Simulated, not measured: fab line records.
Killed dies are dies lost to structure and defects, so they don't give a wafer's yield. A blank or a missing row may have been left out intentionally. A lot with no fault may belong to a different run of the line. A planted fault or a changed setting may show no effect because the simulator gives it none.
fab line records	flow sky130
[record] lots = 6	wafers = 18	last-day = 50
route steps=708 shown SONOS_ONO@176 GATE_OXIDE@187 POLY_GATE@204 PAD_OPEN@708
lots untouched by any fault: they come from a run of this same line in which no faults occurred
start-h: the number of hours between the record's first day and the start of the first shown wafer of the lot	wait-h: how many hours have passed since the lot's step before this one	" as in the row above	L1.1+2: a single row standing in for several wafers	- no value, or no start given	* or withheld: withheld	< > ~ a bound
route shown NAME@n: NAME is a module with steps in the file, n the number in the route of the first one	usual: mean/standard deviation taken from wafers without a fault	same: alike in all rows	chamber/n: place in a boat	sites: readings site by site	_std_site: standard deviation of those values	_edge_site: outer sites' mean less inner sites'	radius-mm: how far each site lies from the wafer's centre	mask NAME#n: copy n	behind: the last tool/chamber to shape the wafer	hold: the reason the lot was held/the length of the hold in hours/how it ended	device: the transistor (n, p or np) that didn't switch	end of line: at the end of the route, the tests of the same wafers	for a step that has no rows: nothing shown but its recipe	killed: at the first sort, the dies lost to defects and structure; wafer yield is something else	map: shows each die of a wafer: x if killed, . if not, _ if none is there
set.NAME: the setting the step ran with; set.NAME@STEP: the setting that earlier step ran with	model.NAME: the simulator's own value behind a step, which no gauge read
lots seen at some steps along the route; tables by step, rows by wafer
services: the hour from which a tool's chamber was out of use, counted from the record's first day as start-h (under 0 if before that day), plus the number of hours and why
[[steps]]
[step SKY_SONOS_ONO_COAT_08]
[recipe] resist = NOVOLAK	spin-rpm = 3000	resist-thk-nm = 1140
[step SKY_SONOS_ONO_SOFTBAKE_09]
[recipe] temp-c = 90	time-s = 60	resist = NOVOLAK
[step SKY_SONOS_ONO_EXPOSE_10]
[recipe] mask-id = ONOM	target-cd-nm = 410	na = 0.6	source-shape = conventional	sigma-outer = 0.6	dose-mj = 150
[step SKY_SONOS_ONO_PEB_11]
[recipe] temp-c = withheld	time-s = *	resist = NOVOLAK
[step SKY_SONOS_ONO_DEVELOP_12]
[recipe] develop-time-s = 60	dev-temp-c = 23
[step SKY_SONOS_ONO_CD_MEAS_13]
[recipe] target-cd-nm = 410
[usual] cd-nm = 409.5/2.2
lot.wafer	tool	chamber	start-h	wait-h	cd-nm
L914.2	cd-sem-01	-	282.87	0.1	411.2
L914.5	"	-	"	"	412.2
L914.6	"	-	"	"	411.6
L917.2	cd-sem-02	-	303.77	0.1	405.2
L917.4	"	-	"	"	406.6
L917.6	"	-	"	"	407.2
L920.1	cd-sem-02	-	328.29	0.1	410.2
L920.3	"	-	"	"	409.4
L920.6	"	-	"	"	409.6
L932.3	cd-sem-01	-	437.79	0.1	413.1
L932.4	"	-	"	"	414.4
L932.6	"	-	"	"	412.2
L934.2	cd-sem-02	-	457.12	0.1	409.1
L934.4	"	-	"	"	409.7
L934.5	"	-	"	"	409.0
L936.3	cd-sem-02	-	490.49	0.1	412.8
L936.5	"	-	"	"	410.9
L936.6	"	-	"	"	410.8
[step SKY_SONOS_ONO_OVL_MEAS_14]
[usual] SONOS_ONO_OVL = 0.4/1.6
lot.wafer	tool	chamber	start-h	wait-h	SONOS_ONO_OVL[nm]
L914.2	overlay-01	-	282.97	0.1	1.9
L914.5	"	-	"	"	3.0
L914.6	"	-	"	"	1.3
L917.2	overlay-01	-	303.87	0.1	3.4
L917.4	"	-	"	"	1.9
L917.6	"	-	"	"	3.1
L920.1	overlay-01	-	328.41	0.1	0.6
L920.3	"	-	"	"	-0.8
L920.6	"	-	"	"	-0.1
L932.3	overlay-01	-	437.88	0.1	1.8
L932.4	"	-	"	"	1.0
L932.6	"	-	"	"	0.8
L934.2	overlay-02	-	457.22	0.1	-3.0
L934.4	"	-	"	"	-1.2
L934.5	"	-	"	"	-3.3
L936.3	overlay-01	-	490.58	0.1	-1.2
L936.5	"	-	"	"	-0.2
L936.6	"	-	"	"	-3.1
[step SKY_SONOS_ONO_ETCH_15]
[recipe] target-depth-nm = 19.52	chemistry = CHF3/O2	source-w = 600	bias-w = 200	pressure-mtorr = 40	chf3-flow-sccm = 50	O2_flow_sccm = 5	time-s = 7.8
[usual] O2_flow_sccm = 5.000/0.015	drypump-motor-current-A = 5.9/0.61	oes-product-au = 1.000/0.011	throttle-valve-pct = 8.825/0.009
lot.wafer	tool	chamber	start-h	wait-h	O2_flow_sccm	drypump-motor-current-A	oes-product-au	rf-hours-counter-h	throttle-valve-pct
L914.2	rie-diel-03	2	283.00	0.0	4.990	5.2	0.995	2	8.832
L914.5	"	2	"	"	4.974	5.2	1.003	-	8.814
L914.6	"	1	"	"	5.008	5.2	1.026	-	8.811
L917.2	rie-diel-04	2	303.90	0.0	5.008	6.8	0.989	48	8.823
L917.4	"	0	"	"	5.003	5.8	1.000	-	8.829
L917.6	"	2	"	"	4.999	6.8	0.988	-	8.826
L920.1	rie-diel-03	2	328.45	0.0	5.002	5.3	0.995	3	8.822
L920.3	"	1	"	"	5.018	5.2	1.008	0	8.829
L920.6	"	2	"	"	4.973	5.2	1.007	-	8.828
L932.3	rie-diel-03	1	437.90	0.0	5.019	5.2	1.008	2	8.839
L932.4	"	0	"	"	4.994	5.9	0.990	82	8.823
L932.6	"	0	"	"	4.998	5.9	1.003	-	8.833
L934.2	rie-diel-03	0	457.25	0.0	5.023	5.9	1.015	83	8.834
L934.4	"	2	"	"	4.998	5.3	0.995	5	8.818
L934.5	"	3	"	"	4.989	6.7	0.985	-	8.819
L936.3	rie-diel-03	1	490.60	0.0	5.009	5.2	1.013	3	8.822
L936.5	"	2	"	"	4.990	5.3	0.995	-	8.805
L936.6	"	3	"	"	5.035	6.6	0.990	-	8.828
[step SKY_SONOS_ONO_WET_ETCH_16]
[recipe] chemistry = dHF	target-depth-nm = 14	dry = n2-spin	target = SiO2	dilution = 100:1	temp-c = 25	time-s = 280
[step SKY_SONOS_ONO_STRIP_17]
[recipe] chemistry = O2/N2	power-w = 1400	pressure-mtorr = 1500	platen-temp-c = withheld	o2-flow-sccm = 3000	n2-flow-sccm = 300	overash-fraction = 0.5
[usual] drypump-motor-current-A = 5.9/0.59	o2-flow-sccm = 2999/9.5	oes-product-au = 0.711/0.0047	strip-time-to-endpoint-s = 14.11/0.044
[same] overash-fraction = 0.5
lot.wafer	tool	chamber	start-h	wait-h	drypump-motor-current-A	o2-flow-sccm	oes-product-au	rf-hours-counter-h	strip-time-to-endpoint-s
L914.2	plasma-asher-01	0	283.12	0.0	4.9	2983	0.708	61	14.10
L914.5	"	1	"	"	6.3	2988	0.714	-	14.09
L914.6	"	0	"	"	4.9	2990	0.707	-	14.09
L917.2	plasma-asher-04	0	304.02	0.0	6.6	2997	0.712	49	14.06
L917.4	"	0	"	"	6.6	2998	0.710	-	14.12
L917.6	"	0	"	"	6.6	3001	0.709	-	14.09
L920.1	plasma-asher-01	0	328.56	0.0	4.9	3010	0.711	66	14.14
L920.3	"	1	"	"	6.2	2993	0.708	-	14.22
L920.6	"	1	"	"	6.2	3006	0.703	-	14.21
L932.3	plasma-asher-01	1	438.04	0.0	6.3	3004	0.714	-	14.07
L932.4	"	0	"	"	4.9	2994	0.708	-	14.06
L932.6	"	1	"	"	6.3	2991	0.715	-	14.06
L934.2	plasma-asher-01	1	457.36	0.0	6.3	2998	0.716	3	14.06
L934.4	"	1	"	"	6.3	2994	0.709	-	14.09
L934.5	"	1	"	"	6.3	2991	0.700	-	14.10
L936.3	plasma-asher-04	0	490.74	0.0	6.7	3012	0.711	-	14.05
L936.5	"	0	"	"	6.6	3011	0.714	-	14.07
L936.6	"	1	"	"	5.8	2977	0.710	-	14.10
[step SKY_SONOS_ONO_WET_ETCH_18]
[recipe] chemistry = H3PO4	target-depth-nm = 15	target = Si3N4	temp-c = 160	time-s = 172
[step SKY_GATE_OXIDE_CLEAN_00]
[recipe] chemistry = SC1/SC2	mix = 1:4:20	temp-c = 70	time-s = 150	dry = n2-spin
[step SKY_GATE_OXIDE_OXIDATION_01]
[recipe] temp-c = 900	ambient = O2	stabilise-s = 600	purge-s = 300	target-thk-a = 102.68	ox-time-s = 1473
[usual] spike-tc-bottom-C = 920.2/2.3	spike-tc-centre-C = 899.0/1.1	spike-tc-lower-C = 900.2/1.4	spike-tc-top-C = 911.0/2.4	spike-tc-upper-C = 901.5/1	tube-center-temp-C = 900/0.08	tube_center_temp_C_max = 902.3/0.36
lot.wafer	tool	chamber	start-h	wait-h	spike-tc-bottom-C	spike-tc-centre-C	spike-tc-lower-C	spike-tc-top-C	spike-tc-upper-C	tube-center-temp-C	tube_center_temp_C_max	model.SiO2_of_GATE_OXIDE_OXIDATION_01.thk-nm
L914.2	furnace-02	0	284.43	1.1	921.5	898.6	901.4	908.0	901.4	899.97	902.4	10.32
L914.5	"	0	"	"	921.2	899.2	900.6	908.4	902.5	900.06	901.9	10.41
L914.6	"	0	"	"	921.8	899.3	902.3	910.3	899.9	900.11	902.2	10.47
L917.2	furnace-02	0	305.77	1.5	921.2	898.6	900.1	909.4	901.5	900.14	902.0	10.39
L917.4	"	0	"	"	921.0	896.4	902.7	909.7	900.9	900.1	902.0	10.4
L917.6	"	0	"	"	920.9	899.0	901.1	909.0	902.5	899.93	902.0	10.37
L920.1	furnace-02	0	333.77	5.0	920.1	897.4	901.2	909.1	902.6	899.92	902.0	10.54
L920.3	"	0	"	"	920.0	899.7	901.0	908.6	902.0	900.05	902.5	10.65
L920.6	"	0	"	"	923.1	899.4	900.2	909.0	903.9	899.89	903.1	10.62
L932.3	furnace-02	0	438.22	0.0	929.1	905.9	910.0	916.9	911.6	908.2	910.4	11.29
L932.4	"	0	"	"	930.4	907.7	907.8	915.7	909.1	908.31	910.8	11.24
L932.6	"	0	"	"	932.1	905.9	908.5	919.7	910.4	908.26	910.5	11.54
L934.2	furnace-02	0	458.53	1.0	930.0	906.6	910.1	915.1	910.4	908.28	910.8	11.19
L934.4	"	0	"	"	929.3	908.0	910.2	919.2	910.0	908.12	910.7	11.44
L934.5	"	0	"	"	930.2	908.8	909.0	915.9	909.3	908.24	910.6	11.32
L936.3	furnace-01	0	490.91	0.0	917.8	899.2	899.7	915.3	902.1	899.9	902.2	10.12
L936.5	"	0	"	"	917.8	900.4	897.8	913.5	901.9	900	902.7	10.12
L936.6	"	0	"	"	918.5	899.9	898.8	913.9	901.6	900.06	902.7	10.02
[step SKY_GATE_OXIDE_THK_MEAS_02]
[recipe] reads = SiO2_of_GATE_OXIDE_OXIDATION_01
[usual] GATE_OXIDE_OXIDATION_00_THK = 10.28/0.15
lot.wafer	tool	chamber	start-h	wait-h	GATE_OXIDE_OXIDATION_00_THK[nm]
L914.2	film-metro-01	-	285.85	0.0	10.32
L914.5	"	-	"	"	10.44
L914.6	"	-	"	"	10.47
L917.2	film-metro-01	-	307.19	0.0	10.37
L917.4	"	-	"	"	10.36
L917.6	"	-	"	"	10.35
L920.1	film-metro-03	-	335.18	0.0	10.57
L920.3	"	-	"	"	10.63
L920.6	"	-	"	"	10.58
L932.3	film-metro-03	-	439.64	0.0	11.28
L932.4	"	-	"	"	11.26
L932.6	"	-	"	"	11.53
L934.2	film-metro-01	-	459.95	0.0	11.16
L934.4	"	-	"	"	11.42
L934.5	"	-	"	"	11.39
L936.3	film-metro-01	-	492.34	0.0	10.13
L936.5	"	-	"	"	10.13
L936.6	"	-	"	"	10.05
[step SKY_GATE_OXIDE_DEHYDRATE_03]
[recipe] temp-c = 200	time-s = 60
[step SKY_GATE_OXIDE_HMDS_04]
[recipe] prime-time-s = 60	prime-temp-c = 120
[step SKY_GATE_OXIDE_COAT_05]
[recipe] resist = NOVOLAK	spin-rpm = 3000	resist-thk-nm = 1140
[step SKY_GATE_OXIDE_SOFTBAKE_06]
[recipe] temp-c = 90	time-s = 60	resist = NOVOLAK
[step SKY_GATE_OXIDE_EXPOSE_07]
[recipe] mask-id = LVOM	na = 0.6	source-shape = conventional	sigma-outer = 0.6	polarization = unpolarized	target-cd-nm = 600	dose-mj = 170
[step SKY_GATE_OXIDE_PEB_08]
[recipe] temp-c = withheld	time-s = *	resist = NOVOLAK
[step SKY_GATE_OXIDE_DEVELOP_09]
[recipe] resist = NOVOLAK	developer = TMAH	develop-time-s = 60	dev-temp-c = 23
[step SKY_GATE_OXIDE_OVL_MEAS_10]
[usual] GATE_OXIDE_OVL = 0.4/1.7
lot.wafer	tool	chamber	start-h	wait-h	GATE_OXIDE_OVL[nm]
L914.2	overlay-01	-	310.60	0.1	3.9
L914.5	"	-	"	"	2.9
L914.6	"	-	"	"	-0.1
L917.2	overlay-02	-	334.37	0.1	0.4
L917.4	"	-	"	"	-0.6
L917.6	"	-	"	"	-0.4
L920.1	overlay-01	-	361.00	0.1	0.3
L920.3	"	-	"	"	0.6
L920.6	"	-	"	"	-0.3
L932.3	overlay-02	-	469.85	0.1	-1.5
L932.4	"	-	"	"	2.1
L932.6	"	-	"	"	0.9
L934.2	overlay-02	-	490.75	0.1	1.9
L934.4	"	-	"	"	1.0
L934.5	"	-	"	"	-0.2
L936.3	overlay-02	-	522.60	0.1	-1.7
L936.5	"	-	"	"	-1.2
L936.6	"	-	"	"	-1.2
[step SKY_GATE_OXIDE_IMPLANT_11]
[recipe] species = B	energy-kev = 10	dose-cm2 = 2.6e+12	tilt-deg = withheld
[step SKY_GATE_OXIDE_WET_ETCH_12]
[recipe] chemistry = dHF	target-depth-nm = 16.8	dry = n2-spin	target = SiO2	dilution = 100:1	temp-c = 25	time-s = 336
[step SKY_GATE_OXIDE_STRIP_13]
[recipe] chemistry = O2/N2	power-w = 1400	pressure-mtorr = 1500	platen-temp-c = withheld	o2-flow-sccm = 3000	n2-flow-sccm = 300	overash-fraction = 0.5
[usual] drypump-motor-current-A = 5.9/0.39	o2-flow-sccm = 3000/9.9	oes-product-au = 0.716/0.0042	strip-time-to-endpoint-s = 14.18/0.04
[same] overash-fraction = 0.5
lot.wafer	tool	chamber	start-h	wait-h	drypump-motor-current-A	o2-flow-sccm	oes-product-au	rf-hours-counter-h	strip-time-to-endpoint-s
L914.2	plasma-asher-02	0	310.88	0.0	5.9	3008	0.719	17	14.25
L914.5	"	0	"	"	5.9	3002	0.719	-	14.21
L914.6	"	1	"	"	5.5	2993	0.718	-	14.14
L917.2	plasma-asher-03	0	334.66	0.0	6.3	3000	0.706	64	14.16
L917.4	"	1	"	"	5.7	3022	0.714	-	14.13
L917.6	"	0	"	"	6.3	3003	0.710	-	14.19
L920.1	plasma-asher-03	0	361.30	0.0	6.3	2999	0.721	67	14.23
L920.3	"	0	"	"	6.3	2976	0.718	-	14.20
L920.6	"	1	"	"	5.7	3005	0.715	-	14.20
L932.3	plasma-asher-04	0	470.16	0.0	6.6	3002	0.716	-	14.21
L932.4	"	1	"	"	5.7	3008	0.711	-	14.17
L932.6	"	1	"	"	5.7	2997	0.720	-	14.19
L934.2	plasma-asher-02	1	491.03	0.0	5.5	3012	0.720	35	14.23
L934.4	"	0	"	"	5.9	3002	0.717	-	14.20
L934.5	"	1	"	"	5.5	3007	0.716	-	14.16
L936.3	plasma-asher-02	0	522.91	0.0	5.9	2996	0.713	-	14.15
L936.5	"	0	"	"	5.9	3000	0.715	-	14.10
L936.6	"	1	"	"	5.5	3018	0.718	-	14.14
[step SKY_GATE_OXIDE_TW_MEAS_14]
[usual] GATE_OXIDE_TW = 223.4/2.9
lot.wafer	tool	chamber	start-h	wait-h	GATE_OXIDE_TW
L914.2	film-metro-03	-	310.99	0.1	226.2
L914.5	"	-	"	"	227.2
L914.6	"	-	"	"	227.5
L917.2	film-metro-01	-	334.77	0.1	222.9
L917.4	"	-	"	"	221.6
L917.6	"	-	"	"	222.7
L920.1	film-metro-02	-	361.40	0.1	225.6
L920.3	"	-	"	"	225.6
L920.6	"	-	"	"	225.6
L932.3	film-metro-02	-	470.24	0.1	225.1
L932.4	"	-	"	"	224.7
L932.6	"	-	"	"	224.6
L934.2	film-metro-01	-	491.14	0.1	220.3
L934.4	"	-	"	"	220.0
L934.5	"	-	"	"	218.8
L936.3	film-metro-01	-	522.99	0.1	220.2
L936.5	"	-	"	"	221.6
L936.6	"	-	"	"	220.4
[step SKY_GATE_OXIDE_CLEAN_15]
[recipe] chemistry = SC1/SC2	mix = 1:4:20	temp-c = 70	time-s = 150	dry = n2-spin
[step SKY_GATE_OXIDE_OXIDATION_16]
[recipe] temp-c = 800	ambient = O2	idle-temp-c = 700	ramp-up-c-per-min = 10	ramp-down-c-per-min = 3	stabilise-s = 600	purge-s = 300	target-thk-a = 35.7	ox-time-s = 1915
[usual] spike-tc-bottom-C = 821.5/2	spike-tc-centre-C = 799.0/1.1	spike-tc-lower-C = 800.2/1.3	spike-tc-top-C = 813.0/2.3	spike-tc-upper-C = 801.2/1	tube-center-temp-C = 800.01/0.068	tube_center_temp_C_max = 802.0/0.31
lot.wafer	tool	chamber	start-h	wait-h	spike-tc-bottom-C	spike-tc-centre-C	spike-tc-lower-C	spike-tc-top-C	spike-tc-upper-C	tube-center-temp-C	tube_center_temp_C_max	model.SiO2_of_GATE_OXIDE_OXIDATION_01.thk-nm
L914.2	furnace-02	0	311.56	0.5	821.6	799.2	800.1	811.6	801.7	800.04	802.2	11.67
L914.5	"	0	"	"	822.7	797.8	801.0	811.7	801.2	800.02	801.8	11.77
L914.6	"	0	"	"	821.5	798.4	801.7	812.7	803.0	799.9	802.9	11.78
L917.2	furnace-02	0	341.96	7.1	823.2	797.6	800.8	812.4	801.8	799.97	801.9	11.72
L917.4	"	0	"	"	823.5	799.7	800.7	809.7	801.8	800.1	802.2	11.74
L917.6	"	0	"	"	824.9	798.3	802.3	811.0	801.5	800.11	802.8	11.72
L920.1	furnace-02	0	362.88	1.4	822.1	799.3	799.2	812.2	803.0	799.99	802.2	11.89
L920.3	"	0	"	"	821.1	796.4	800.9	812.1	802.7	799.97	802.1	11.98
L920.6	"	0	"	"	822.8	798.6	801.0	811.1	800.6	800.1	801.9	11.92
L932.3	furnace-01	0	470.33	0.0	817.5	797.3	799.2	815.8	800.3	799.98	802.1	12.54
L932.4	"	0	"	"	818.9	800.4	797.9	817.8	800.7	800.06	802.5	12.48
L932.6	"	0	"	"	819.0	798.8	797.0	817.8	800.2	799.97	802.0	12.79
L934.2	furnace-02	0	491.24	0.0	821.5	800.1	801.0	811.4	802.2	800	801.8	12.47
L934.4	"	0	"	"	822.8	800.1	799.2	811.0	801.6	800.05	801.7	12.7
L934.5	"	0	"	"	823.9	799.3	801.0	810.8	800.7	800.02	802.2	12.6
L936.3	furnace-01	0	523.63	0.5	819.1	800.5	800.4	814.2	799.1	800.05	802.1	11.48
L936.5	"	0	"	"	820.2	799.6	799.6	818.9	800.5	799.92	802.1	11.47
L936.6	"	0	"	"	818.4	799.3	797.8	815.9	802.1	799.95	802.0	11.37
[step SKY_POLY_GATE_CVD_00]
[recipe] material = poly-Si	target-thk-nm = 180	temp-c = 620	time-s = 720	pressure-mtorr = 200
[step SKY_PAD_OPEN_PROBE_99]
lot.wafer	tool	chamber	start-h	wait-h	model.etest.nfet_16v.r-on-ohm-um	model.etest.tip-sonos.rs-ohm-sq	model.etest.pfet-g5v0d10v5.r-on-ohm-um	model.etest.nfet-g5v0d10v5.r-on-ohm-um	model.etest.nfet-g5v0d10v5.drive-ua-um	model.etest.nfet_05v0_nvt.drive-ua-um	model.etest.pfet-g5v0d10v5.drive-ua-um	model.etest.nfet_16v.drive-ua-um
L914.2	prober-02	-	1078.32	0.1	1.422e+04	2544	4764	1884	599.3	572	337.6	221.4
L914.5	prober-02	-	1078.47	0.2	1.41e+04	2570	4748	1901	596.4	571.3	339.5	219.4
L914.6	prober-02	-	1078.52	0.2	1.43e+04	2559	4812	1912	594.9	560.6	333.7	217.5
L917.2	prober-02	-	1099.94	0.1	1.388e+04	2695	4747	1867	605.1	578	341.1	221.7
L917.4	prober-02	-	1100.04	0.2	1.389e+04	2710	4834	1866	607	572.8	332.2	220.9
L917.6	prober-02	-	1100.14	0.2	1.397e+04	2684	4815	1878	604.9	575.1	333.4	220.5
L920.1	prober-02	-	1116.82	0.1	1.416e+04	2668	4867	1896	600.4	570	332.7	218.9
L920.3	prober-02	-	1116.92	0.2	1.416e+04	2701	4911	1925	590	559	329.3	215.7
L920.6	prober-02	-	1117.07	0.2	1.428e+04	2635	4854	1911	600.4	562.7	332	216.7
L932.3	prober-02	-	1181.26	0.2	1.452e+04	2953	4964	1975	567.3	540.5	322.5	207.6
L932.4	prober-02	-	1181.31	0.2	1.435e+04	2921	4948	1956	567.9	543.9	323.2	207.2
L932.6	prober-02	-	1181.41	0.2	1.456e+04	2976	5023	1996	550.6	531.3	315.5	201.5
L934.2	prober-02	-	1194.16	0.1	1.481e+04	2816	4885	1958	562.3	533.7	328.2	201.9
L934.4	prober-02	-	1194.26	0.2	1.483e+04	2870	5030	1983	550.5	525.3	318.9	199.9
L934.5	prober-02	-	1194.31	0.2	1.47e+04	2870	4976	1986	552.4	528.5	319.2	201.8
L936.3	prober-01	-	1205.57	0.2	1.38e+04	2622	4830	1886	608.9	583.2	337.1	226.7
L936.5	prober-01	-	1205.67	0.2	1.374e+04	2609	4749	1885	609.2	582.1	342.7	227.4
L936.6	prober-01	-	1205.72	0.2	1.374e+04	2575	4784	1881	620.2	582.5	338.8	230.1
// killed by level:class
L914.2 VIA1:geometric-particle:open=10 CONTACT:geometric-particle:open=9 POLY_GATE:geometric-particle:open=7 VIA2:geometric-particle:open=7 METAL2:geometric-particle:short=6 FIELD_ISO:geometric-particle:open=5 VIA3:geometric-particle:open=5 POLY_GATE:geometric-particle:short=4
L914.5 CONTACT:geometric-particle:open=11 LI_CONTACT:geometric-particle:open=10 VIA1:geometric-particle:open=7 VIA3:geometric-particle:open=7 FIELD_ISO:geometric-particle:open=4 VIA2:geometric-particle:short=4 CONTACT:geometric-particle:short=4 METAL2:geometric-particle:short=4
L914.6 VIA1:geometric-particle:open=12 CONTACT:geometric-particle:open=11 LI_CONTACT:geometric-particle:open=7 VIA1:geometric-particle:short=5 VIA3:geometric-particle:open=5 FIELD_ISO:geometric-particle:open=4 FIELD_ISO:geometric-particle:short=4 POLY_GATE:geometric-particle:short=4
L917.2 POLY_GATE:geometric-particle:short=9 LI_CONTACT:geometric-particle:open=6 VIA1:geometric-particle:open=6 METAL1:geometric-particle:short=6 LOCAL_INTERCONNECT:geometric-particle:short=5 CONTACT:geometric-particle:open=5 VIA1:geometric-particle:short=5 VIA2:geometric-particle:open=5
L917.4 VIA1:geometric-particle:open=14 CONTACT:geometric-particle:open=12 VIA3:geometric-particle:open=7 METAL1:geometric-particle:short=5 POLY_GATE:geometric-particle:short=4 VIA2:geometric-particle:open=4 VIA1:geometric-particle:short=4 VIA2:geometric-particle:short=4
L917.6 VIA1:geometric-particle:open=10 VIA2:geometric-particle:open=7 CONTACT:geometric-particle:open=7 METAL2:geometric-particle:short=6 FIELD_ISO:geometric-particle:open=5 POLY_GATE:geometric-particle:short=5 LI_CONTACT:geometric-particle:open=5 CONTACT:geometric-particle:short=5
L920.1 VIA1:geometric-particle:open=7 METAL2:geometric-particle:short=7 METAL1:geometric-particle:short=6 POLY_GATE:geometric-particle:open=5 LI_CONTACT:geometric-particle:open=5 CONTACT:geometric-particle:short=5 CONTACT:geometric-particle:open=4 VIA3:geometric-particle:open=4
L920.3 VIA1:geometric-particle:open=11 CONTACT:geometric-particle:open=10 LI_CONTACT:geometric-particle:open=6 METAL2:geometric-particle:short=6 METAL3:geometric-particle:short=5 VIA3:geometric-particle:open=5 FIELD_ISO:geometric-particle:open=4 CONTACT:geometric-particle:short=4
L920.6 CONTACT:geometric-particle:open=14 METAL2:geometric-particle:short=8 VIA1:geometric-particle:open=7 VIA2:geometric-particle:open=5 CONTACT:geometric-particle:short=5 POLY_GATE:geometric-particle:short=4 METAL1:geometric-particle:short=4 VIA2:geometric-particle:short=4
L932.3 VIA1:geometric-particle:open=16 CONTACT:geometric-particle:open=10 FIELD_ISO:geometric-particle:open=8 LI_CONTACT:geometric-particle:open=6 LOCAL_INTERCONNECT:geometric-particle:short=6 METAL2:geometric-particle:short=6 VIA3:geometric-particle:open=5 VIA3:geometric-particle:short=5
L932.4 CONTACT:geometric-particle:open=13 METAL1:geometric-particle:short=9 VIA2:geometric-particle:open=8 METAL2:geometric-particle:short=6 LI_CONTACT:geometric-particle:open=5 LOCAL_INTERCONNECT:geometric-particle:short=5 FIELD_ISO:geometric-particle:open=4 METAL3:geometric-particle:short=4
L932.6 CONTACT:geometric-particle:open=10 LI_CONTACT:geometric-particle:open=8 LOCAL_INTERCONNECT:geometric-particle:short=8 METAL1:geometric-particle:short=8 FIELD_ISO:geometric-particle:open=6 VIA1:geometric-particle:short=6 CONTACT:geometric-particle:short=6 FIELD_ISO:geometric-particle:short=5
L936.3 VIA1:geometric-particle:open=16 METAL1:geometric-particle:short=10 CONTACT:geometric-particle:open=7 VIA3:geometric-particle:open=7 VIA2:geometric-particle:open=6 VIA1:geometric-particle:short=5 FIELD_ISO:geometric-particle:open=4 POLY_GATE:geometric-particle:open=4
L936.5 VIA2:geometric-particle:open=12 VIA1:geometric-particle:open=9 FIELD_ISO:geometric-particle:open=8 LI_CONTACT:geometric-particle:open=7 CONTACT:geometric-particle:open=6 VIA3:geometric-particle:open=5 METAL1:geometric-particle:short=5 POLY_GATE:geometric-particle:open=4
L936.6 CONTACT:geometric-particle:open=13 VIA3:geometric-particle:open=9 CONTACT:geometric-particle:short=8 VIA1:geometric-particle:open=8 METAL1:geometric-particle:short=8 VIA2:geometric-particle:open=7 FIELD_ISO:geometric-particle:open=6 LOCAL_INTERCONNECT:geometric-particle:short=6
[[services]]
tool	chamber	start-h	hours	kind
rie-diel-03	2	264.34	2.4	repair
rie-diel-03	2	266.78	4.0	repair
plasma-asher-03	-	270.16	0.9	repair
plasma-asher-01	-	271.65	1.9	repair
plasma-asher-02	-	298.03	3.2	repair
furnace-01	-	303.59	2.9	pm
rie-diel-03	0	304.99	3.6	repair
plasma-asher-04	-	309.79	17.7	repair
plasma-asher-01	-	311.27	0.5	repair
furnace-01	-	316.26	31.1	repair
rie-diel-03	0	331.04	9.0	repair
plasma-asher-02	-	350.67	2.8	repair
furnace-02	-	353.25	2.6	pm
furnace-01	-	368.63	2.6	pm
plasma-asher-03	-	373.74	6.5	repair
plasma-asher-01	-	421.25	9.0	pm
furnace-01	-	458.02	1.4	pm
furnace-01	-	471.87	3.0	pm
plasma-asher-01	-	477.44	1.8	repair
rie-diel-03	1	493.15	3.1	repair
plasma-asher-02	-	496.06	3.6	repair
plasma-asher-01	-	500.46	2.1	repair
furnace-02	-	509.73	3.3	pm
furnace-02	-	520.83	3.6	pm
[[key]]
[first-sign] step = SKY_GATE_OXIDE_OXIDATION_01	reading = tube-center-temp-C	direction = up	sigmas = 91	usual = *	struck = *
[effect] step = SKY_GATE_OXIDE_OXIDATION_01	reading = tube_center_temp_C_max	direction = up	sigmas = 23	usual = *	struck = *
[effect] step = SKY_GATE_OXIDE_THK_MEAS_02	reading = GATE_OXIDE_OXIDATION_00_THK	direction = up	sigmas = 6.8	usual = 10.28	struck = 11.34
[model-effect] step = SKY_GATE_OXIDE_OXIDATION_01	value = SiO2_of_GATE_OXIDE_OXIDATION_01.thk-nm	without = 10.38	struck = 11.34
[model-effect] step = SKY_GATE_OXIDE_OXIDATION_16	value = SiO2_of_GATE_OXIDE_OXIDATION_01.thk-nm	without = 11.71	struck = 12.6
[model-effect] step = SKY_PAD_OPEN_PROBE_99	value = etest.nfet_16v.r-on-ohm-um	without = 1.411e+04	struck = 1.463e+04
met-at SKY_GATE_OXIDE_OXIDATION_01
struck-wafers L932.3,L932.4,L932.6,L934.2,L934.4,L934.5
sort-left-out L934.2,L934.4,L934.5
tester-left-out L932,L934
onset-between 333.77 438.22
[fault] kind = process-parameter-drift	tool = furnace-02	chamber = -	onset-h = 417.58	steps = SKY_GATE_OXIDE_OXIDATION_01	channel = temp-c	offset = *	shape = step	end-h = 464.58	acts-in = *	stated = *
// tester-left-out: of these lots the tester's yield and bins aren't shown, on N5 and GAA mostly nor the transistor test; their killed dies are dies lost to structure and defects alone, not to doping, threshold or leakage, so they don't give the yield
// sort-left-out: the simulated sort isn't trusted on such a fault, so these wafers' sort isn't shown, and their yield isn't known
